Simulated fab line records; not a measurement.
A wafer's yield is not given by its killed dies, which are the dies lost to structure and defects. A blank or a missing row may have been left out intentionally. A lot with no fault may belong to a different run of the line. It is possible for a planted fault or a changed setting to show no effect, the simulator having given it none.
fab line records    flow gf180mcu    part 1 of 2: steps 1 to 25 of 34
[record] lots = 5  wafers = 15  last_day = 32
route steps=602 shown NSD@241 PSD@248 SAB@264
lots with no fault: from the same line, run without faults
start_h: hours from the record's opening day to when the first of the lot's shown wafers began    wait_h: hours from the lot's prior step to this one    " as in the row above    L1.1+2: several wafers, shown together as one row    - value missing, or start not given    * or withheld: withheld    < > ~ a bound
route shown NAME@n: NAME is a module with steps in the file, n the number in the route of the first one    usual: average and standard deviation across the fault-free wafers    same: alike in all rows    chamber/n: place in a boat    sites: each site's reading    _std_site: how widely they spread, as a standard deviation    _edge_site: outer sites' mean less inner sites'    radius_mm: how far each site lies from the wafer's centre    mask NAME#n: copy n    behind: the most recent tool/chamber to have shaped the wafer    hold: the reason the lot was held/the length of the hold in hours/how it ended    device: which transistor (n, p or np) failed to switch    end of line: the same wafers' tests at the end of the route    step lacking rows: just its recipe    killed: not the wafer's yield, but the dies lost to structure and defects at the first sort    map: per-die view of a wafer (x killed, . not killed, _ where there is no die)
set.NAME: the run value of the setting; set.NAME@STEP: its run value at that earlier step    model.NAME: the simulator's own value behind a step, which no gauge read
lots at selected steps of the route; one table per step, one row per wafer
services: the hour from which a tool's chamber was out of use, counted from the record's first day as start_h (under 0 if before that day), plus the number of hours and why
[[steps]]
[step GF_NSD_DEVELOP_06]
[recipe] develop_time_s = 60  dev_temp_c = 23
[usual] exhaust_pa = 45.0/0.92  resist_line_temp_C = 22.97/0.1
lot.wafer  tool            chamber  start_h  wait_h  exhaust_pa  resist_line_temp_C
L074.2     litho_track-03  0        308.27   0.1     45.5        22.97
L074.3     "               0        "        "       45.0        23.12
L074.6     "               0        "        "       45.7        23.10
L076.2     litho_track-02  0        322.46   0.1     44.8        22.86
L076.3     "               0        "        "       46.0        22.77
L076.4     "               0        "        "       45.6        22.75
L083.1     litho_track-02  0        366.18   0.1     47.4        23.09
L083.4     "               0        "        "       47.9        22.92
L083.6     "               0        "        "       47.0        22.92
L085.2     litho_track-02  0        390.91   0.1     44.0        22.94
L085.4     "               0        "        "       43.5        23.01
L085.5     "               0        "        "       43.9        22.88
L088.2     litho_track-02  0        409.96   0.1     44.0        22.98
L088.4     "               0        "        "       44.9        23.06
L088.5     "               0        "        "       43.9        23.07
[step GF_NSD_CD_MEAS_07]
[recipe] target_cd_nm = 400
[usual] cd_nm = 401.0/2.7
lot.wafer  tool       chamber  start_h  wait_h  cd_nm
L074.2     cd_sem-01  -        308.42   0.1     399.7
L074.3     "          -        "        "       400.1
L074.6     "          -        "        "       399.3
L076.2     cd_sem-02  -        322.60   0.1     404.8
L076.3     "          -        "        "       401.1
L076.4     "          -        "        "       401.5
L083.1     cd_sem-01  -        366.33   0.1     395.4
L083.4     "          -        "        "       396.3
L083.6     "          -        "        "       395.8
L085.2     cd_sem-02  -        391.05   0.1     401.2
L085.4     "          -        "        "       404.3
L085.5     "          -        "        "       402.6
L088.2     cd_sem-02  -        410.10   0.1     404.9
L088.4     "          -        "        "       404.9
L088.5     "          -        "        "       405.8
[step GF_NSD_OVL_MEAS_08]
[usual] NSD_OVL = -0.6/1.4
lot.wafer  tool        chamber  start_h  wait_h  NSD_OVL[nm]
L074.2     overlay-01  -        308.53   0.1     -0.4
L074.3     "           -        "        "       0.9
L074.6     "           -        "        "       -0.8
L076.2     overlay-02  -        322.71   0.1     1.1
L076.3     "           -        "        "       -0.1
L076.4     "           -        "        "       1.5
L083.1     overlay-01  -        366.45   0.1     -1.4
L083.4     "           -        "        "       -0.6
L083.6     "           -        "        "       0.4
L085.2     overlay-01  -        391.16   0.1     -0.5
L085.4     "           -        "        "       -1.9
L085.5     "           -        "        "       -0.2
L088.2     overlay-02  -        410.21   0.1     -0.8
L088.4     "           -        "        "       -1.6
L088.5     "           -        "        "       0.6
[step GF_NSD_IMPLANT_09]
[recipe] species = As  energy_kev = 60  dose_cm2 = 4e+15  tilt_deg = 7
lot.wafer   tool          chamber  start_h  wait_h
L074.2+3+6  implanter-03  0        308.58   0.0
L076.2+3+4  implanter-03  0        322.77   0.0
L083.1+4+6  implanter-01  0        366.49   0.0
L085.2+4+5  implanter-03  0        391.21   0.0
L088.2+4+5  implanter-04  0        410.26   0.0
[step GF_NSD_IMPLANT_10]
[recipe] species = P  energy_kev = 40  dose_cm2 = 5e+14  tilt_deg = 7
lot.wafer   tool          chamber  start_h  wait_h
L074.2+3+6  implanter-03  0        308.73   0.1
L076.2+3+4  implanter-03  0        322.92   0.1
L083.1+4+6  implanter-01  0        366.64   0.1
L085.2+4+5  implanter-03  0        391.36   0.1
L088.2+4+5  implanter-04  0        410.41   0.1
[step GF_NSD_STRIP_11]
[recipe] chemistry = O2/N2  power_w = 1400  pressure_mtorr = 1500  platen_temp_c = 250  o2_flow_sccm = 3000  n2_flow_sccm = 300  overash_fraction = 0.5
[usual] drypump_motor_current_A = 5.9/0.42  heater_power_w = 319/21  oes_product_au = 0.487/0.0044  strip_time_to_endpoint_s = 22.95/0.033
lot.wafer  tool             chamber  start_h  wait_h  drypump_motor_current_A  heater_power_w  oes_product_au  rf_hours_counter_h  strip_time_to_endpoint_s
L074.2     plasma_asher-04  1        308.86   0.1     5.1                      284             0.492           68                  22.98
L074.3     "                0        "        "       6.1                      323             0.492           -                   22.91
L074.6     "                0        "        "       6.1                      311             0.496           -                   23.02
L076.2     plasma_asher-03  1        323.04   0.1     6.0                      327             0.493           58                  22.98
L076.3     "                0        "        "       6.5                      341             0.488           -                   22.98
L076.4     "                1        "        "       6.1                      328             0.489           -                   22.97
L083.1     plasma_asher-03  1        366.79   0.1     6.0                      326             0.480           63                  22.93
L083.4     "                1        "        "       6.0                      319             0.492           -                   23.00
L083.6     "                0        "        "       6.5                      326             0.482           -                   22.92
L085.2     plasma_asher-02  0        391.49   0.1     6.0                      304             0.487           24                  22.99
L085.4     "                0        "        "       6.0                      313             0.486           -                   22.91
L085.5     "                0        "        "       6.0                      298             0.484           -                   22.96
L088.2     plasma_asher-03  0        410.54   0.1     6.5                      340             0.487           67                  22.89
L088.4     "                1        "        "       6.0                      320             0.483           -                   22.93
L088.5     "                0        "        "       6.4                      334             0.492           -                   22.92
[step GF_NSD_TW_MEAS_12]
[usual] NSD_TW = 4240/37
lot.wafer  tool           chamber  start_h  wait_h  NSD_TW
L074.2     film_metro-01  -        308.97   0.1     4254
L074.3     "              -        "        "       4226
L074.6     "              -        "        "       4234
L076.2     film_metro-04  -        323.15   0.1     4271
L076.3     "              -        "        "       4283
L076.4     "              -        "        "       4277
L083.1     film_metro-01  -        366.89   0.1     4233
L083.4     "              -        "        "       4236
L083.6     "              -        "        "       4239
L085.2     film_metro-02  -        391.60   0.1     4211
L085.4     "              -        "        "       4214
L085.5     "              -        "        "       4195
L088.2     film_metro-02  -        410.65   0.1     4178
L088.4     "              -        "        "       4166
L088.5     "              -        "        "       4182
[step GF_PSD_DEHYDRATE_00]
[recipe] temp_c = 200  time_s = 60
[usual] exhaust_pa = 45.0/0.82  heater_power_total_W = 160.37/0.12  resist_line_temp_C = 22.99/0.098
lot.wafer  tool            chamber  start_h  wait_h  exhaust_pa  heater_power_total_W  resist_line_temp_C
L074.2     litho_track-02  0        318.51   9.5     44.4        160.54                23.12
L074.3     "               0        "        "       44.8        160.44                23.03
L074.6     "               0        "        "       44.8        160.20                23.05
L076.2     litho_track-02  0        332.81   9.6     45.0        160.54                22.96
L076.3     "               0        "        "       45.8        160.27                23.06
L076.4     "               0        "        "       45.9        160.19                22.87
L083.1     litho_track-01  0        376.70   9.8     45.0        160.57                23.00
L083.4     "               0        "        "       44.3        160.34                22.93
L083.6     "               0        "        "       44.5        160.48                23.04
L085.2     litho_track-02  0        402.61   11.0    45.8        160.20                22.93
L085.4     "               0        "        "       44.7        160.51                23.02
L085.5     "               0        "        "       45.6        160.41                22.93
L088.2     litho_track-01  0        421.97   11.3    43.7        160.39                23.05
L088.4     "               0        "        "       43.5        160.28                23.14
L088.5     "               0        "        "       44.1        160.45                23.04
[step GF_PSD_HMDS_01]
[recipe] prime_time_s = 60  prime_temp_c = 120
[usual] exhaust_pa = 45.0/0.86  resist_line_temp_C = 23.00/0.1
lot.wafer  tool            chamber  start_h  wait_h  exhaust_pa  resist_line_temp_C
L074.2     litho_track-02  0        318.66   0.1     44.4        23.00
L074.3     "               0        "        "       44.6        23.25
L074.6     "               0        "        "       44.7        23.10
L076.2     litho_track-02  0        332.96   0.1     45.7        22.85
L076.3     "               0        "        "       45.1        22.98
L076.4     "               0        "        "       47.5        22.98
L083.1     litho_track-01  0        376.85   0.1     46.0        22.95
L083.4     "               0        "        "       44.9        23.05
L083.6     "               0        "        "       45.3        23.07
L085.2     litho_track-02  0        402.76   0.1     45.6        22.99
L085.4     "               0        "        "       44.9        22.89
L085.5     "               0        "        "       44.4        23.05
L088.2     litho_track-01  0        422.12   0.1     45.5        23.01
L088.4     "               0        "        "       44.6        23.14
L088.5     "               0        "        "       46.4        23.12
[step GF_PSD_COAT_02]
[recipe] resist = NOVOLAK  spin_rpm = 3000  resist_thk_nm = 1000
[usual] exhaust_pa = 45.1/0.98  resist_line_temp_C = 22.99/0.1
lot.wafer  tool            chamber  start_h  wait_h  exhaust_pa  resist_line_temp_C
L074.2     litho_track-02  0        318.81   0.1     44.8        22.86
L074.3     "               0        "        "       44.6        23.07
L074.6     "               0        "        "       45.2        22.95
L076.2     litho_track-02  0        333.11   0.1     46.8        23.03
L076.3     "               0        "        "       43.8        23.11
L076.4     "               0        "        "       44.4        23.11
L083.1     litho_track-01  0        377.00   0.1     47.4        23.09
L083.4     "               0        "        "       45.5        22.90
L083.6     "               0        "        "       45.7        23.05
L085.2     litho_track-02  0        402.91   0.1     43.3        22.80
L085.4     "               0        "        "       43.7        22.81
L085.5     "               0        "        "       44.0        22.97
L088.2     litho_track-01  0        422.27   0.1     44.8        22.99
L088.4     "               0        "        "       45.9        23.03
L088.5     "               0        "        "       44.8        23.05
[step GF_PSD_SOFTBAKE_03]
[recipe] temp_c = 90  time_s = 60  resist = NOVOLAK
[usual] exhaust_pa = 45.0/0.91  heater_power_total_W = 56.60/0.048  resist_line_temp_C = 22.98/0.1
lot.wafer  tool            chamber  start_h  wait_h  exhaust_pa  heater_power_total_W  resist_line_temp_C
L074.2     litho_track-02  0        318.96   0.1     44.7        56.61                 23.09
L074.3     "               0        "        "       45.6        56.64                 22.93
L074.6     "               0        "        "       45.0        56.71                 22.97
L076.2     litho_track-02  0        333.26   0.1     44.7        56.58                 23.00
L076.3     "               0        "        "       44.7        56.59                 23.28
L076.4     "               0        "        "       45.0        56.61                 22.92
L083.1     litho_track-01  0        377.15   0.1     42.9        56.65                 22.94
L083.4     "               0        "        "       43.3        56.60                 22.94
L083.6     "               0        "        "       45.1        56.62                 23.01
L085.2     litho_track-02  0        403.06   0.1     45.1        56.70                 22.92
L085.4     "               0        "        "       45.7        56.59                 23.02
L085.5     "               0        "        "       43.4        56.63                 22.98
L088.2     litho_track-01  0        422.42   0.1     44.5        56.61                 23.00
L088.4     "               0        "        "       44.9        56.59                 22.96
L088.5     "               0        "        "       44.9        56.56                 23.01
[step GF_PSD_EXPOSE_04]
[recipe] mask_id = Pplus  target_cd_nm = 400  na = 0.6  source_shape = conventional  sigma_outer = 0.6  dose_mj = 140
[usual] reticle_temp_C = 23.02/0.099
lot.wafer  tool              chamber  start_h  wait_h  mask     reticle_temp_C
L074.2     iline_stepper-02  0        -        -       Pplus#0  22.94
L074.3     "                 0        "        "       Pplus#0  22.92
L074.6     "                 0        "        "       Pplus#0  22.91
L076.2     iline_stepper-02  0        -        -       Pplus#0  23.11
L076.3     "                 0        "        "       Pplus#0  23.02
L076.4     "                 0        "        "       Pplus#0  23.00
L083.1     iline_stepper-02  0        -        -       Pplus#0  22.92
L083.4     "                 0        "        "       Pplus#0  23.09
L083.6     "                 0        "        "       Pplus#0  23.00
L085.2     iline_stepper-02  0        -        -       Pplus#0  23.30
L085.4     "                 0        "        "       Pplus#0  22.99
L085.5     "                 0        "        "       Pplus#0  22.98
L088.2     iline_stepper-02  0        -        -       Pplus#0  23.02
L088.4     "                 0        "        "       Pplus#0  22.96
L088.5     "                 0        "        "       Pplus#0  22.93
[step GF_PSD_PEB_05]
[recipe] temp_c = withheld  time_s = *  resist = NOVOLAK
[usual] exhaust_pa = 45.2/0.82  resist_line_temp_C = *
lot.wafer  tool            chamber  start_h  wait_h  exhaust_pa  resist_line_temp_C
L074.2     litho_track-01  0        -        -       45.3        *
L074.3     "               0        "        "       43.8        *
L074.6     "               0        "        "       44.9        *
L076.2     litho_track-03  0        -        -       44.4        *
L076.3     "               0        "        "       44.1        *
L076.4     "               0        "        "       45.0        *
L083.1     litho_track-03  0        -        -       45.6        *
L083.4     "               0        "        "       46.6        *
L083.6     "               0        "        "       45.4        *
L085.2     litho_track-01  0        -        -       44.4        *
L085.4     "               0        "        "       44.3        *
L085.5     "               0        "        "       43.2        *
L088.2     litho_track-02  0        -        -       44.7        *
L088.4     "               0        "        "       45.9        *
L088.5     "               0        "        "       46.1        *
[step GF_PSD_DEVELOP_06]
[recipe] develop_time_s = 60  dev_temp_c = 23
[usual] exhaust_pa = 45.1/0.98  resist_line_temp_C = 23.02/0.1
lot.wafer  tool            chamber  start_h  wait_h  exhaust_pa  resist_line_temp_C
L074.2     litho_track-01  0        329.57   0.1     45.6        23.06
L074.3     "               0        "        "       45.7        23.04
L074.6     "               0        "        "       45.4        22.92
L076.2     litho_track-03  0        343.87   0.1     43.9        23.08
L076.3     "               0        "        "       44.1        23.12
L076.4     "               0        "        "       44.4        23.05
L083.1     litho_track-03  0        388.25   0.1     44.8        23.10
L083.4     "               0        "        "       43.9        23.05
L083.6     "               0        "        "       44.0        22.99
L085.2     litho_track-01  0        414.72   0.1     44.6        22.96
L085.4     "               0        "        "       44.5        23.36
L085.5     "               0        "        "       44.1        23.03
L088.2     litho_track-02  0        434.31   0.1     44.0        22.96
L088.4     "               0        "        "       43.7        23.06
L088.5     "               0        "        "       43.2        22.91
[step GF_PSD_CD_MEAS_07]
[recipe] target_cd_nm = 400
[usual] cd_nm = 400.4/2.3
lot.wafer  tool       chamber  start_h  wait_h  cd_nm
L074.2     cd_sem-02  -        329.72   0.1     403.8
L074.3     "          -        "        "       403.6
L074.6     "          -        "        "       402.6
L076.2     cd_sem-01  -        344.02   0.1     402.4
L076.3     "          -        "        "       403.7
L076.4     "          -        "        "       402.5
L083.1     cd_sem-01  -        388.40   0.1     402.6
L083.4     "          -        "        "       401.8
L083.6     "          -        "        "       402.4
L085.2     cd_sem-01  -        414.87   0.1     402.4
L085.4     "          -        "        "       402.5
L085.5     "          -        "        "       400.1
L088.2     cd_sem-02  -        434.45   0.1     396.0
L088.4     "          -        "        "       398.7
L088.5     "          -        "        "       395.6
[step GF_PSD_OVL_MEAS_08]
[usual] PSD_OVL = 1.1/1.8
lot.wafer  tool        chamber  start_h  wait_h  PSD_OVL[nm]
L074.2     overlay-01  -        329.82   0.1     -0.1
L074.3     "           -        "        "       -2.0
L074.6     "           -        "        "       0.2
L076.2     overlay-02  -        344.12   0.1     4.0
L076.3     "           -        "        "       0.5
L076.4     "           -        "        "       2.6
L083.1     overlay-01  -        388.52   0.1     1.5
L083.4     "           -        "        "       2.3
L083.6     "           -        "        "       3.5
L085.2     overlay-01  -        414.97   0.1     2.3
L085.4     "           -        "        "       1.3
L085.5     "           -        "        "       3.0
L088.2     overlay-01  -        434.56   0.1     3.2
L088.4     "           -        "        "       4.3
L088.5     "           -        "        "       4.1
[step GF_PSD_IMPLANT_09]
[recipe] species = BF2  energy_kev = 40  dose_cm2 = 1.5e+15  tilt_deg = 7
lot.wafer   tool          chamber  start_h  wait_h
L074.2+3+6  implanter-03  0        329.88   0.0
L076.2+3+4  implanter-01  0        344.18   0.0
L083.1+4+6  implanter-03  0        388.55   0.0
L085.2+4+5  implanter-01  0        415.03   0.0
L088.2+4+5  implanter-03  0        434.61   0.0
[step GF_PSD_STRIP_10]
[recipe] chemistry = O2/N2  power_w = 1400  pressure_mtorr = 1500  platen_temp_c = 250  o2_flow_sccm = 3000  n2_flow_sccm = 300  overash_fraction = 0.5
[usual] drypump_motor_current_A = 5.9/0.45  heater_power_w = 320/16  oes_product_au = 0.592/0.0046  strip_time_to_endpoint_s = 16.52/0.039
lot.wafer  tool             chamber  start_h  wait_h  drypump_motor_current_A  heater_power_w  oes_product_au  rf_hours_counter_h  strip_time_to_endpoint_s
L074.2     plasma_asher-04  1        330.00   0.1     5.2                      285             0.599           71                  16.51
L074.3     "                1        "        "       5.1                      276             0.597           -                   16.53
L074.6     "                0        "        "       6.1                      319             0.595           -                   16.55
L076.2     plasma_asher-01  1        344.30   0.1     5.3                      313             0.594           58                  16.46
L076.3     "                0        "        "       5.9                      329             0.593           -                   16.47
L076.4     "                1        "        "       5.3                      317             0.598           -                   16.48
L083.1     plasma_asher-04  1        388.70   0.1     5.1                      281             0.596           77                  16.58
L083.4     "                0        "        "       6.1                      314             0.596           -                   16.56
L083.6     "                1        "        "       5.1                      283             0.598           -                   16.58
L085.2     plasma_asher-01  1        415.15   0.1     5.3                      314             0.591           65                  16.52
L085.4     "                0        "        "       5.9                      327             0.585           -                   16.52
L085.5     "                1        "        "       5.4                      307             0.592           -                   16.50
L088.2     plasma_asher-04  0        434.74   0.1     6.1                      333             0.592           0                   16.51
L088.4     "                1        "        "       5.1                      287             0.595           -                   16.50
L088.5     "                1        "        "       5.1                      288             0.592           -                   16.52
[step GF_PSD_TW_MEAS_11]
[usual] PSD_TW = 3160/29
lot.wafer  tool           chamber  start_h  wait_h  PSD_TW
L074.2     film_metro-01  -        330.11   0.1     3162
L074.3     "              -        "        "       3192
L074.6     "              -        "        "       3180
L076.2     film_metro-01  -        344.41   0.1     3162
L076.3     "              -        "        "       3167
L076.4     "              -        "        "       3154
L083.1     film_metro-02  -        388.80   0.1     3127
L083.4     "              -        "        "       3162
L083.6     "              -        "        "       3139
L085.2     film_metro-02  -        415.26   0.1     3120
L085.4     "              -        "        "       3127
L085.5     "              -        "        "       3108
L088.2     film_metro-04  -        434.85   0.1     3184
L088.4     "              -        "        "       3182
L088.5     "              -        "        "       3199
[step GF_PSD_CLEAN_12]
[recipe] chemistry = SC1/SC2  mix = 1:4:20  temp_c = 70  time_s = 150  dry = n2_spin
lot.wafer   tool          chamber  start_h  wait_h
L074.2+3+6  wet_bench-03  1        330.16   0.0
L076.2+3+4  wet_bench-03  0        344.46   0.0
L083.1+4+6  wet_bench-01  1        388.86   0.1
L085.2+4+5  wet_bench-01  1        415.31   0.0
L088.2+4+5  wet_bench-01  2        434.90   0.0
[step GF_PSD_RTA_13]
[recipe] temp_c = 1025  time_s = 20  ambient = N2
[usual] lamp_power_pct = 34.2/0.57  wafer_temp_C_max = 1031.3/1.4
lot.wafer  tool           chamber  start_h  wait_h  lamp_power_pct  wafer_temp_C_max
L074.2     rtp_anneal-02  0        330.24   0.0     33.7            1030.7
L074.3     "              0        "        "       33.7            1034.3
L074.6     "              0        "        "       33.7            1031.8
L076.2     rtp_anneal-01  0        344.53   0.0     34.8            1030.8
L076.3     "              0        "        "       34.8            1029.4
L076.4     "              0        "        "       34.9            1030.9
L083.1     rtp_anneal-02  0        388.91   0.0     33.7            1033.3
L083.4     "              0        "        "       33.7            1032.2
L083.6     "              0        "        "       33.8            1032.0
L085.2     rtp_anneal-02  0        415.37   0.0     33.7            1030.5
L085.4     "              0        "        "       33.7            1031.6
L085.5     "              0        "        "       33.7            1033.1
L088.2     rtp_anneal-02  0        434.96   0.0     33.7            1030.7
L088.4     "              0        "        "       33.7            1032.9
L088.5     "              0        "        "       33.7            1032.4
[step GF_PSD_RS_MEAS_14]
[recipe] thk_meas_gauge = four-point-probe
[usual] NSD_RS = 46.16/0.091
lot.wafer  tool           chamber  start_h  wait_h  NSD_RS[ohm/sq]
L074.2     film_metro-02  -        330.33   0.1     46.10
L074.3     "              -        "        "       46.06
L074.6     "              -        "        "       46.04
L076.2     film_metro-01  -        344.62   0.1     46.30
L076.3     "              -        "        "       46.27
L076.4     "              -        "        "       46.20
L083.1     film_metro-02  -        389.00   0.1     46.09
L083.4     "              -        "        "       46.16
L083.6     "              -        "        "       46.14
L085.2     film_metro-01  -        415.46   0.1     46.30
L085.4     "              -        "        "       46.27
L085.5     "              -        "        "       46.18
L088.2     film_metro-04  -        435.05   0.1     46.11
L088.4     "              -        "        "       46.24
L088.5     "              -        "        "       46.13
[step GF_PSD_RS_MEAS_15]
[recipe] thk_meas_gauge = four-point-probe
[usual] PSD_RS = 108.59/0.29
lot.wafer  tool           chamber  start_h  wait_h  PSD_RS[ohm/sq]
L074.2     film_metro-02  -        330.45   0.1     108.78
L074.3     "              -        "        "       108.59
L074.6     "              -        "        "       108.49
L076.2     film_metro-01  -        344.74   0.1     108.95
L076.3     "              -        "        "       109.26
L076.4     "              -        "        "       109.24
L083.1     film_metro-02  -        389.12   0.1     108.50
L083.4     "              -        "        "       108.69
L083.6     "              -        "        "       108.34
L085.2     film_metro-01  -        415.58   0.1     109.03
L085.4     "              -        "        "       109.05
L085.5     "              -        "        "       108.68
L088.2     film_metro-04  -        435.17   0.1     108.64
L088.4     "              -        "        "       108.30
L088.5     "              -        "        "       108.66
[step GF_SAB_CVD_00]
[recipe] material = SiO2  target_thk_nm = 50  precursor = TEOS  temp_c = 400  time_s = 4.9302  rf_w = 600
[usual] heater_power_outer_w = 407/75  heater_power_w = 682/95
lot.wafer  tool      chamber  start_h  wait_h  heater_power_outer_w  heater_power_w
L074.2     pecvd-03  1        330.55   0.1     400                   669
L074.3     "         2        "        "       438                   688
L074.6     "         2        "        "       436                   678
L076.2     pecvd-03  0        344.84   0.1     397                   620
L076.3     "         2        "        "       529                   797
L076.4     "         0        "        "       399                   654
L083.1     pecvd-03  1        389.24   0.1     393                   656
L083.4     "         1        "        "       393                   665
L083.6     "         0        "        "       365                   596
L085.2     pecvd-02  1        415.68   0.1     490                   763
L085.4     "         0        "        "       301                   591
L085.5     "         2        "        "       292                   521
L088.2     pecvd-02  2        435.27   0.1     287                   514
L088.4     "         1        "        "       548                   877
L088.5     "         0        "        "       368                   678
[step GF_SAB_THK_MEAS_01]
[recipe] reads = SiO2_of_SAB_CVD_00
[usual] SAB_CVD_00_THK = 49.9/0.77
lot.wafer  tool           chamber  start_h  wait_h  SAB_CVD_00_THK[nm]
L074.2     film_metro-04  -        330.58   0.0     49.9
L074.3     "              -        "        "       50.4
L074.6     "              -        "        "       51.0
L076.2     film_metro-04  -        344.87   0.0     49.6
L076.3     "              -        "        "       50.3
L076.4     "              -        "        "       50.5
L083.1     film_metro-01  -        389.26   0.0     49.9
L083.4     "              -        "        "       49.8
L083.6     "              -        "        "       50.1
L085.2     film_metro-04  -        415.71   0.0     49.2
L085.4     "              -        "        "       49.3
L085.5     "              -        "        "       50.0
L088.2     film_metro-03  -        435.30   0.0     48.8
L088.4     "              -        "        "       49.7
L088.5     "              -        "        "       49.5
